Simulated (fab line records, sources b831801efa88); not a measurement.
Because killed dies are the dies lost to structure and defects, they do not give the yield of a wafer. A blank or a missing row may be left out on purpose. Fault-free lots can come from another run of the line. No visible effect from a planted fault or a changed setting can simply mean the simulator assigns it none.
Which of the tools did it?    flow sky130    12 lots, 36 wafers sampled, at 4 steps of a route of 708

WHAT EACH GAUGE READ, for each wafer
SKY_SD_N_RS_MEAS_16: uses a four-point probe to measure. Usual: SD_N_RS typically reads 68.55 ohm/sq, with standard deviation 0.1.
lot   measured      on            SD_N_RS (ohm/sq)   flag
L762  day 27 16:20  filmMetro-02  68.48 68.41 68.47  
L763  day 27 20:40  filmMetro-03  68.49 68.40 68.58  
L765  day 29 01:03  filmMetro-04  68.66 68.68 68.74  
L766  day 29 06:20  filmMetro-04  68.77 68.64 68.75  
L767  day 29 12:09  filmMetro-02  68.55 68.50 68.39  
L769  day 30 08:11  filmMetro-04  68.49 68.67 68.65  
L776  day 32 17:55  filmMetro-04  66.85 66.81 66.86  OFF
L777  day 33 01:43  filmMetro-02  66.99 66.87 66.92  OFF
L778  day 33 03:55  filmMetro-02  68.33 68.44 68.54  
L779  day 33 12:35  filmMetro-02  67.02 66.99 66.94  OFF
L780  day 34 05:01  filmMetro-03  68.44 68.45 68.45  
L782  day 34 14:52  filmMetro-04  68.53 68.64 68.56  

SKY_SD_N_RS_MEAS_17: uses a four-point probe to measure. Usual: SD_P_RS typically reads 147.1 ohm/sq, with standard deviation 0.34.
lot   measured      on            SD_P_RS (ohm/sq)   flag
L762  day 27 16:27  filmMetro-02  146.7 146.4 146.4  
L763  day 27 20:47  filmMetro-03  147.2 146.8 147.0  
L765  day 29 01:10  filmMetro-04  147.2 147.3 147.2  
L766  day 29 06:27  filmMetro-04  147.2 147.3 147.7  
L767  day 29 12:16  filmMetro-02  146.8 147.0 146.7  
L769  day 30 08:18  filmMetro-04  146.8 146.8 146.8  
L776  day 32 18:02  filmMetro-04  138.5 138.2 138.6  OFF
L777  day 33 01:50  filmMetro-02  139.6 139.4 139.6  OFF
L778  day 33 04:02  filmMetro-02  147.1 147.1 147.1  
L779  day 33 12:43  filmMetro-02  139.1 139.0 139.1  OFF
L780  day 34 05:08  filmMetro-03  146.8 147.2 147.0  
L782  day 34 14:59  filmMetro-04  147.3 147.6 147.1  

SKY_LI_CONTACT_OVL_MEAS_13. Usual: LI_CONTACT_OVL typically reads -4 nm, with standard deviation 6.7.
lot   measured      on          LI_CONTACT_OVL (nm)  flag
L762  day 28 21:38  overlay-02  -15 -16 -6           
L763  day 29 01:43  overlay-02  -6 2 -6              
L765  day 30 05:52  overlay-02  -4 -13 -9            
L766  day 30 10:46  overlay-01  7 0 8                
L767  day 30 16:25  overlay-02  -1 -3 -7             
L769  day 31 12:32  overlay-01  -7 -4 -4             
L776  day 33 21:37  overlay-02  3 -1 4               
L777  day 34 04:59  overlay-01  -14 -3 -7            
L778  day 34 06:32  overlay-02  -5 -6 -9             
L779  day 34 17:02  overlay-02  -4 -11 -2            
L780  day 35 08:17  overlay-02  -7 0 -3              
L782  day 35 18:13  overlay-02  1 -6 -8              

EACH LOT AND THE TOOL THAT RAN IT (in order: tool; ch and the chambers of the sampled wafers; start)
lot   SKY_SD_N_RTA_14
L762  rtpAnneal-02 ch 0, day 27 16:10
L763  rtpAnneal-01 ch 0, day 27 20:28
L765  rtpAnneal-01 ch 0, day 29 00:52
L766  rtpAnneal-02 ch 0, day 29 06:10
L767  rtpAnneal-01 ch 0, day 29 11:58
L769  rtpAnneal-01 ch 0, day 30 07:59
L776  rtpAnneal-01 ch 0, day 32 17:43
L777  rtpAnneal-01 ch 0, day 33 01:32
L778  rtpAnneal-02 ch 0, day 33 03:43
L779  rtpAnneal-01 ch 0, day 33 12:23
L780  rtpAnneal-02 ch 0, day 34 04:49
L782  rtpAnneal-02 ch 0, day 34 14:41
- SKY_SD_N_RTA_14: time 2 s.

WHAT THE TOOLS THEMSELVES READ (means of the sampled wafers that have a number; where no wafer has one, the mark that the record gives instead)
SKY_SD_N_RTA_14. Usual: lampPowerPct 15.74 %, standard deviation 0.052; wafer_temp_C_max 1078.0, standard deviation 1.4.
lot   tool          lampPowerPct (%)  wafer_temp_C_max  flag
L762  rtpAnneal-02  15.76             1077.7            
L763  rtpAnneal-01  15.74             1076.6            
L765  rtpAnneal-01  15.70             1077.7            
L766  rtpAnneal-02  15.71             1079.4            
L767  rtpAnneal-01  15.78             1078.2            
L769  rtpAnneal-01  15.74             1078.1            
L776  rtpAnneal-01  15.83             1086.9            OFF
L777  rtpAnneal-01  15.77             1087.5            OFF
L778  rtpAnneal-02  15.70             1078.1            
L779  rtpAnneal-01  15.81             1085.7            OFF
L780  rtpAnneal-02  15.76             1077.0            
L782  rtpAnneal-02  15.72             1078.9            

THE ANSWER, worked out from the rows above alone
Rule: take the mean of a lot's wafers that have a number; if it is more than 3 standard deviations from the usual mean, the lot is off. A lot without any number at a reading at which 4 lots or more have one is off too. Where the step has rows for the other lots, those lots are counted as sound. After the gauges, taken in route order, come the tools' own readings; for these a lot's mean is taken, as printed above. At the first step where some lot is off, the reading lying furthest off is the one used; lots without a number count as furthest.
Off: at SKY_SD_N_RS_MEAS_16 (SD_N_RS), L776, L777, L779.
A tool fits if, at a process step before that reading, it ran every lot that is off, and no sound lot after the first of them. The gauges at SKY_SD_N_RS_MEAS_16 aren't tried: what is off there is off at SKY_SD_N_RTA_14 too, on other tools, and a gauge's error can't cause that. One fits: rtpAnneal-01 at SKY_SD_N_RTA_14. A fault onset in the window from L769 (day 30 07:59, its last sound lot) to L776 (day 32 17:43, its first lot off) fits.
The tool's own readings at SKY_SD_N_RTA_14 bear it out: on the lots that are off they differ by more than 5 times the standard deviation of the sound lots' means. wafer_temp_C_max reads 1086.7 there against 1078.0 on the sound lots.

WHAT THE SIMULATOR HAD PUT IN
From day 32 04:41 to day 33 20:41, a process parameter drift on rtpAnneal-01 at SKY_SD_N_RTA_14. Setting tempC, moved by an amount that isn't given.
Shown lots that were struck: L776, L777, L779. The rule above found the same.
